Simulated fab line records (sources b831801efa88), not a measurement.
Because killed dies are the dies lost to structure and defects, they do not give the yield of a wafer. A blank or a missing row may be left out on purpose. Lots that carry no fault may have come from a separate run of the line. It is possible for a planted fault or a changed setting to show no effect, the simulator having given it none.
Matching of chambers	flow gf180mcu	GF_V1_CMP_26 on cmp-02 has 4 sister chambers
The step polishes, stops on SiO2, t overpolish 15 s, target thk 0 nm. 16 wafers are shown with their chamber, then 8 later ones without.

## WAFERS WITH THEIR CHAMBER
wafer	chamber	motorCurrentA (A)	timeToEndpointS (s)	overpolishRunS (s)
L734.3	3	11.4	83.9	14.995
L734.5	0	11.4	85.1	14.993
L734.6	3	11.3	83.3	14.992
L737.1	3	11.4	85.5	14.998
L737.2	2	9.7	86.1	14.994
L737.3	0	12.0	87.1	15.007
L740.1	1	10.3	83.2	14.998
L740.4	2	9.3	83.6	15.000
L740.5	1	9.4	84.5	15.008
L741.1	0	11.4	83.7	14.998
L741.3	2	10.2	83.3	14.990
L741.4	3	10.9	82.3	15.007
L742.2	3	12.1	85.5	14.997
L742.5	3	11.6	81.7	15.000
L742.6	0	11.8	86.5	15.014
L748.1	0	12.0	87.6	15.013

SIGNATURES (means of the wafers above)
reading	chamber 0	chamber 1	chamber 2	chamber 3	scatter within a chamber
motorCurrentA	11.720	9.850	9.733	11.450	0.404
timeToEndpointS	86.000	83.850	84.333	83.700	1.54
overpolishRunS	15.00500	15.00300	14.99467	14.99817	0.00691
Rule: a wafer lies at a distance from a chamber equal to the root of the sum of squares, over the readings, of (its reading less the chamber's mean, divided by the reading's scatter). The wafer belongs to the nearest chamber; if the next one is less than 2 further off, it can't be placed. The scatter: the root of (the sum of the squares of (reading less its chamber's mean) over the shown wafers, divided by (wafers less chambers)).

## WAFERS MISSING THEIR CHAMBER
wafer	motorCurrentA (A)	timeToEndpointS (s)	overpolishRunS (s)
L748.4	10.0	86.3	15.002
L748.6	9.7	86.4	14.992
L750.1	11.2	93.3	14.996
L750.3	9.3	89.4	15.007
L750.5	11.2	93.8	15.006
L755.1	10.2	76.8	15.009
L755.4	9.9	81.5	14.992
L755.6	11.2	83.8	14.998

## THE CHAMBER EACH PASSED THROUGH
wafer	from the rows above	in truth
L748.4	can't be placed: 1 or 2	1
L748.6	can't be placed: 2 or 1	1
L750.1	can't be placed: 0 or 3 or 2 or 1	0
L750.3	can't be placed: 2 or 1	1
L750.5	can't be placed: 0 or 3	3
L755.1	can't be placed: 1 or 2 or 3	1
L755.4	can't be placed: 2 or 1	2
L755.6	can't be placed: 3 or 0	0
Correct placement for 0 of the 8. These rows do not allow placing 8 (true chamber among the candidates in 8). Number placed wrongly: 0.
